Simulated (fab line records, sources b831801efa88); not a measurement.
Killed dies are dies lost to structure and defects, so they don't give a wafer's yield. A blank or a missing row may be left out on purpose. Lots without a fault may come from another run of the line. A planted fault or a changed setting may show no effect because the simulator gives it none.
fab line records | flow sky130
record lots=12 wafers=36 last_day=50
route steps=708 shown LOCAL_INTERCONNECT@400 CONTACT@432 METAL1@439 VIA1@463
lots that met no fault: from a run of the same line without faults
start_h: hours from the record's first day to the start of the lot's first wafer shown | wait_h: hours since the lot's step before | " the same as in the row above | L1.1+2: a row that stands for several wafers | - no value, or no start given | * or withheld: withheld | < > ~ a bound
route shown NAME@n: a module of which the file shows steps, and the number in the route of the first | usual: mean/standard deviation of fault-free wafers | same: alike in all rows | chamber/n: place in a boat | sites: the reading at each site | _std_site: their standard deviation | _edge_site: outer sites' mean less inner sites' | radius_mm: how far each site lies from the wafer's centre | mask NAME#n: copy n | behind: the tool/chamber that last shaped the wafer | hold: why the lot was held/for how many hours/how that ended | device: the transistor (n, p or np) that didn't switch | end of line: the same wafers' tests at the end of the route | a step without rows: its recipe alone | killed: dies lost to structure and defects at the first sort, not the wafer's yield | map: a wafer's dies, x killed, . not, _ none there
set.NAME: the setting as run; set.NAME@STEP: as run at that earlier step | model.NAME: the simulator's own value behind a step, which no gauge read
steps of the route over a sample of lots; a table a step, a row a wafer
services: from which hour (start_h, from the record's first day; less than 0 if before it) a tool's chamber was out of use, for how many hours, and why
## steps
# step SKY_LOCAL_INTERCONNECT_ETCH_13
# recipe chemistry=N2/H2 target=BARC ion_energy_ev=200 bias_w=100 pressure_mtorr=30 n2_flow_sccm=100 h2_flow_sccm=200 icp_w=500 stop_on=SiO2 time_s=45.9 target_depth_a=600
# usual bias_w=100.0/0.31 drypump_motor_current_A=5.5/0.41 oes_product_au=0.855/0.0048 throttle_valve_pct=13.225/0.0079
# columns lot.wafer tool chamber start_h wait_h bias_w drypump_motor_current_A oes_product_au rf_hours_counter_h throttle_valve_pct
L967.1 rie_metal-01 1 706.79 0.0 100.1 5.1 0.858 0 13.230
L967.2 " 0 " " 99.9 5.2 0.864 8 13.227
L967.6 " 1 " " 99.7 5.1 0.859 - 13.224
L968.1 rie_metal-03 0 717.07 0.0 100.0 5.2 0.866 0 13.220
L968.2 " 1 " " 99.9 5.7 0.860 2 13.227
L968.6 " 0 " " 100.4 5.2 0.859 - 13.225
L970.1 rie_metal-03 1 734.08 0.0 99.5 5.7 0.850 2 13.221
L970.2 " 0 " " 100.6 5.3 0.856 0 13.226
L970.6 " 1 " " 100.2 5.7 0.846 - 13.232
L971.4 rie_metal-03 1 745.31 0.0 100.0 5.7 0.854 - 13.223
L971.5 " 0 " " 100.4 5.2 0.861 - 13.220
L971.6 " 1 " " 100.1 5.7 0.857 - 13.225
L972.1 rie_metal-01 1 759.72 0.0 100.1 5.1 0.856 2 13.214
L972.3 " 0 " " 99.6 5.2 0.855 - 13.227
L972.6 " 0 " " 99.8 5.2 0.857 - 13.215
L975.1 rie_metal-01 0 793.89 0.0 100.5 5.2 0.857 11 13.229
L975.2 " 1 " " 100.0 5.1 0.855 4 13.212
L975.5 " 0 " " 100.3 5.2 0.851 - 13.245
L977.1 rie_metal-03 0 795.08 0.0 99.5 5.2 0.853 3 13.230
L977.4 " 0 " " 99.8 5.2 0.848 - 13.215
L977.6 " 1 " " 99.9 5.7 0.853 - 13.231
L982.2 rie_metal-02 0 838.44 0.0 100.0 6.2 0.853 6 13.233
L982.5 " 1 " " 99.9 5.3 0.852 - 13.224
L982.6 " 0 " " 99.9 6.2 0.859 - 13.245
L984.1 rie_metal-01 0 840.99 0.0 99.7 5.2 0.855 13 13.231
L984.4 " 0 " " 99.8 5.2 0.854 - 13.226
L984.5 " 1 " " 100.2 5.1 0.852 - 13.227
L986.4 rie_metal-01 0 858.51 0.0 100.0 5.2 0.849 - 13.211
L986.5 " 0 " " 100.2 5.2 0.852 - 13.216
L986.6 " 1 " " 99.9 5.1 0.850 - 13.223
L987.3 rie_metal-01 1 863.86 0.0 100.4 5.1 0.856 - 13.225
L987.4 " 0 " " 100.1 5.2 0.849 - 13.219
L987.6 " 1 " " 99.8 5.1 0.853 - 13.223
L989.2 rie_metal-03 0 881.17 0.0 100.2 5.2 0.854 5 13.214
L989.4 " 0 " " 99.9 5.2 0.857 - 13.235
L989.6 " 0 " " 100.1 5.2 0.854 - 13.232
# step SKY_CONTACT_THK_MEAS_26
# recipe thk_meas_gauge=xrf reads=W_of_CONTACT_CVD_24
# usual CONTACT_W_THK=337/5.2
# columns lot.wafer tool chamber start_h wait_h CONTACT_W_THK[nm]
L967.1 film_metro-01 - 736.71 0.1 336
L967.2 " - " " 335
L967.6 " - " " 336
L968.1 film_metro-02 - 747.05 0.1 333
L968.2 " - " " 341
L968.6 " - " " 335
L970.1 film_metro-01 - 763.06 0.1 329
L970.2 " - " " 330
L970.6 " - " " 329
L971.4 film_metro-02 - 774.69 0.1 343
L971.5 " - " " 345
L971.6 " - " " 343
L972.1 film_metro-04 - 789.00 0.1 336
L972.3 " - " " 331
L972.6 " - " " 338
L975.1 film_metro-02 - 822.84 0.1 338
L975.2 " - " " 344
L975.5 " - " " 343
L977.1 film_metro-02 - 824.66 0.1 339
L977.4 " - " " 345
L977.6 " - " " 346
L982.2 film_metro-01 - 867.34 0.1 336
L982.5 " - " " 333
L982.6 " - " " 332
L984.1 film_metro-02 - 869.63 0.1 346
L984.4 " - " " 347
L984.5 " - " " 340
L986.4 film_metro-01 - 887.18 0.1 338
L986.5 " - " " 336
L986.6 " - " " 333
L987.3 film_metro-04 - 891.75 0.1 335
L987.4 " - " " 335
L987.6 " - " " 334
L989.2 film_metro-02 - 908.67 0.1 341
L989.4 " - " " 338
L989.6 " - " " 337
# step SKY_METAL1_RS_MEAS_05
# recipe thk_meas_gauge=four-point-probe reads=TiN_of_METAL1_SPUTTER_04+Ti_of_METAL1_SPUTTER_03+AlCu_of_METAL1_SPUTTER_02+TiN_of_METAL1_SPUTTER_01+Ti_of_METAL1_SPUTTER_00
# usual METAL1_ALCU_RS=0.1261/0.0014
# columns lot.wafer tool chamber start_h wait_h METAL1_ALCU_RS[ohm/sq]
L967.1 film_metro-03 - 737.21 0.0 0.1266
L967.2 " - " " 0.1269
L967.6 " - " " 0.1263
L968.1 film_metro-01 - 747.55 0.0 0.1265
L968.2 " - " " 0.1279
L968.6 " - " " 0.1252
L970.1 film_metro-03 - 763.56 0.0 0.1240
L970.2 " - " " 0.1249
L970.6 " - " " 0.1259
L971.4 film_metro-01 - 775.22 0.1 0.1262
L971.5 " - " " 0.1246
L971.6 " - " " 0.1269
L972.1 film_metro-03 - 789.50 0.0 0.1251
L972.3 " - " " 0.1247
L972.6 " - " " 0.1247
L975.1 film_metro-03 - 823.34 0.0 0.1265
L975.2 " - " " 0.1261
L975.5 " - " " 0.1256
L977.1 film_metro-03 - 825.16 0.0 0.1245
L977.4 " - " " 0.1257
L977.6 " - " " 0.1251
L982.2 film_metro-01 - 867.85 0.0 0.1253
L982.5 " - " " 0.1250
L982.6 " - " " 0.1257
L984.1 film_metro-03 - 870.13 0.0 0.1286
L984.4 " - " " 0.1279
L984.5 " - " " 0.1280
L986.4 film_metro-03 - 887.78 0.1 0.1263
L986.5 " - " " 0.1279
L986.6 " - " " 0.1267
L987.3 film_metro-03 - 892.27 0.1 0.1271
L987.4 " - " " 0.1270
L987.6 " - " " 0.1272
L989.2 film_metro-03 - 909.18 0.0 0.1272
L989.4 " - " " 0.1249
L989.6 " - " " 0.1250
# step SKY_VIA1_HMDS_05
# recipe prime_time_s=60 prime_temp_c=120
# usual prime_temp_c=119.99/0.13
# columns lot.wafer tool chamber start_h wait_h prime_temp_c
L967.1 litho_track-03 0 779.18 0.1 120.26
L967.2 " 0 " " 120.07
L967.6 " 0 " " 120.09
L968.1 litho_track-01 0 788.98 0.1 119.79
L968.2 " 0 " " 120.16
L968.6 " 0 " " 120.00
L970.1 litho_track-03 0 804.98 0.1 119.97
L970.2 " 0 " " 120.08
L970.6 " 0 " " 119.91
L971.4 litho_track-01 0 815.80 0.1 120.04
L971.5 " 0 " " 120.06
L971.6 " 0 " " 120.07
L972.1 litho_track-01 0 829.68 0.1 119.78
L972.3 " 0 " " 119.95
L972.6 " 0 " " 119.89
L975.1 litho_track-01 0 863.83 0.1 115.07
L975.2 " 0 " " 115.03
L975.5 " 0 " " 115.04
L977.1 litho_track-01 0 865.73 0.1 114.75
L977.4 " 0 " " 114.83
L977.6 " 0 " " 114.97
L982.2 litho_track-02 0 907.84 0.1 119.92
L982.5 " 0 " " 120.08
L982.6 " 0 " " 119.93
L984.1 litho_track-03 0 910.18 0.1 119.74
L984.4 " 0 " " 119.99
L984.5 " 0 " " 119.78
L986.4 litho_track-02 0 926.99 0.1 119.80
L986.5 " 0 " " 119.85
L986.6 " 0 " " 119.95
L987.3 litho_track-02 0 931.22 0.1 119.96
L987.4 " 0 " " 119.84
L987.6 " 0 " " 120.02
L989.2 litho_track-03 0 947.66 0.1 120.13
L989.4 " 0 " " 120.12
L989.6 " 0 " " 120.06
## services
# columns tool chamber start_h hours kind
rie_metal-03 0 697.52 - clean
rie_metal-03 0 697.52 18.6 scheduled_down
rie_metal-03 0 697.52 18.6 vent_cycle
rie_metal-02 1 702.18 - clean
rie_metal-02 1 702.18 22.6 scheduled_down
rie_metal-02 1 702.18 22.6 vent_cycle
rie_metal-01 0 719.89 3.8 repair
rie_metal-03 - 833.68 0.9 repair
rie_metal-03 - 838.77 28.1 pm
rie_metal-03 0 874.67 4.1 repair
rie_metal-03 1 882.64 4.7 repair
rie_metal-03 - 888.46 4.3 repair
rie_metal-01 0 936.57 - clean
rie_metal-01 0 936.57 26.3 scheduled_down
rie_metal-01 0 936.57 26.3 vent_cycle
## key
first_sign step=SKY_VIA1_HMDS_05 reading=prime_temp_c direction=down sigmas=38 usual=* struck=*
effect none on later readings
met_at SKY_VIA1_HMDS_05
struck_lots L975,L977
not_acting_at SKY_LOCAL_INTERCONNECT_ETCH_13,SKY_CONTACT_THK_MEAS_26,SKY_METAL1_RS_MEAS_05
onset_between 829.68 863.83
fault kind=process_parameter_drift tool=litho_track-01 chamber=- onset_h=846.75 steps=SKY_VIA1_HMDS_05 channel=prime_temp_c offset=* shape=step end_h=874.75 acts_in=* stated=*
